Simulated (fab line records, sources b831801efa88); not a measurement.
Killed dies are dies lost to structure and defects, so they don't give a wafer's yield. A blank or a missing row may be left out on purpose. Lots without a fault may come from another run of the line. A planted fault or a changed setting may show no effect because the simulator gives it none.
Which tool did it? | flow sky130 | 11 lots, 33 wafers sampled, at 3 steps of a route of 708

WHAT THE GAUGES READ, wafer by wafer
SKY_VIA2_CD_MEAS_12: target cd 200 nm.
lot  | measured     | on        | cd_nm (nm)
L622 | day 37 05:24 | cd_sem-01 | 200.2 201.6 201.7
L624 | day 38 06:26 | cd_sem-02 | 200.7 199.8 200.5
L625 | day 38 14:32 | cd_sem-01 | 201.9 202.9 203.3
L626 | day 39 00:04 | cd_sem-01 | 201.1 200.3 200.7
L628 | day 39 07:10 | cd_sem-02 | 200.6 199.7 199.4
L629 | day 39 19:57 | cd_sem-01 | 201.1 202.4 201.1
L632 | day 40 18:43 | cd_sem-02 | 200.1 200.2 199.9
L634 | day 41 03:37 | cd_sem-01 | 200.6 201.4 201.6
L635 | day 41 06:56 | cd_sem-01 | 200.4 197.2 197.9
L636 | day 41 18:43 | cd_sem-02 | 198.4 199.4 199.2
L637 | day 41 22:04 | cd_sem-02 | 199.5 200.4 201.9

SKY_VIA2_RS_MEAS_22: measures by four-point-probe.
lot  | measured     | on            | VIA2_W_RS (ohm/sq)
L622 | day 37 06:29 | film_metro-01 | 0.2725 0.2744 0.2784
L624 | day 38 07:31 | film_metro-02 | 0.2704 0.2705 0.2699
L625 | day 38 15:37 | film_metro-01 | 0.2758 0.2743 0.2743
L626 | day 39 01:07 | film_metro-03 | 0.2716 0.2725 0.2709
L628 | day 39 08:15 | film_metro-02 | 0.2701 0.2710 0.2730
L629 | day 39 21:00 | film_metro-01 | 0.2786 0.2734 0.2758
L632 | day 40 19:56 | film_metro-01 | 0.2709 0.2715 0.2733
L634 | day 41 04:40 | film_metro-02 | 0.2702 0.2721 0.2719
L635 | day 41 08:01 | film_metro-02 | 0.2754 0.2711 0.2739
L636 | day 41 19:46 | film_metro-01 | 0.2707 0.2710 0.2713
L637 | day 41 23:08 | film_metro-01 | 0.2769 0.2739 0.2752

WHICH TOOL RAN EACH LOT (tool, then ch and the chambers of the sampled wafers, then the start)
lot  | SKY_VIA2_ETCH_14
L622 | rie_diel-01 ch 0,1,3, day 37 05:34
L624 | rie_diel-02 ch 0,1, day 38 06:34
L625 | rie_diel-02 ch 1,2,3, day 38 14:40
L626 | rie_diel-04 ch 0,1,2, day 39 00:13
L628 | rie_diel-04 ch 0,2,3, day 39 07:19
L629 | rie_diel-01 ch 1,2,3, day 39 20:07
L632 | rie_diel-02 ch 1,2,3, day 40 18:50
L634 | rie_diel-01 ch 0,1,2, day 41 03:46
L635 | rie_diel-02 ch 1,2,3, day 41 07:04
L636 | rie_diel-04 ch 0,1,3, day 41 18:53
L637 | rie_diel-04 ch 0,1,3, day 41 22:14
- SKY_VIA2_ETCH_14: etches BARC in N2/H2, stops on SiO2, time 45.9 s, target depth 60 nm.

WHAT THE TOOLS THEMSELVES READ (means of the sampled wafers that have a number; where no wafer has one, the mark that the record gives instead)
SKY_VIA2_ETCH_14.
lot  | tool        | bias_w (W) | drypump_motor_current_A (A) | oes_product_au (a.u.) | throttle_valve_pct (%)
L622 | rie_diel-01 | 99.7       | 5.8                         | 0.857                 | 13.229
L624 | rie_diel-02 | 100.1      | 5.5                         | 0.856                 | 13.226
L625 | rie_diel-02 | 99.9       | 5.9                         | 0.859                 | 13.221
L626 | rie_diel-04 | 99.8       | 5.2                         | 0.856                 | 13.224
L628 | rie_diel-04 | 99.8       | 5.2                         | 0.852                 | 13.235
L629 | rie_diel-01 | 100.2      | 5.9                         | 0.853                 | 13.229
L632 | rie_diel-02 | 100.1      | 6.0                         | 0.853                 | 13.218
L634 | rie_diel-01 | 100.1      | 5.9                         | 0.858                 | 13.219
L635 | rie_diel-02 | 100.1      | 6.0                         | 0.853                 | 13.235
L636 | rie_diel-04 | 99.7       | 5.5                         | 0.857                 | 13.214
L637 | rie_diel-04 | 100.1      | 5.5                         | 0.851                 | 13.232

THE ANSWER, worked out from the rows above alone
Rule: what is usual is taken from the lots themselves. Put in order of their means at a reading, lots are off if they are a third of the lots or fewer, leave a main group of 4 or more, and stand apart from it by a gap of 3 or more times the standard deviation of the main group's means; of several such gaps the widest counts. A main group whose means are all the same, to the digits that the tables above print for the reading, isn't used. A lot without any number at a reading at which 4 lots or more have one is off too. The other lots that the step has rows for count as sound. The gauges are gone through in route order, then the tools' own readings, and for those a lot's mean is taken as printed above. The first step at which some lot is off is used, and at that step the reading that is off furthest; a lot without a number counts as furthest.
No lot is off at any reading shown: from this, nothing can be told.

WHAT THE SIMULATOR HAD PUT IN
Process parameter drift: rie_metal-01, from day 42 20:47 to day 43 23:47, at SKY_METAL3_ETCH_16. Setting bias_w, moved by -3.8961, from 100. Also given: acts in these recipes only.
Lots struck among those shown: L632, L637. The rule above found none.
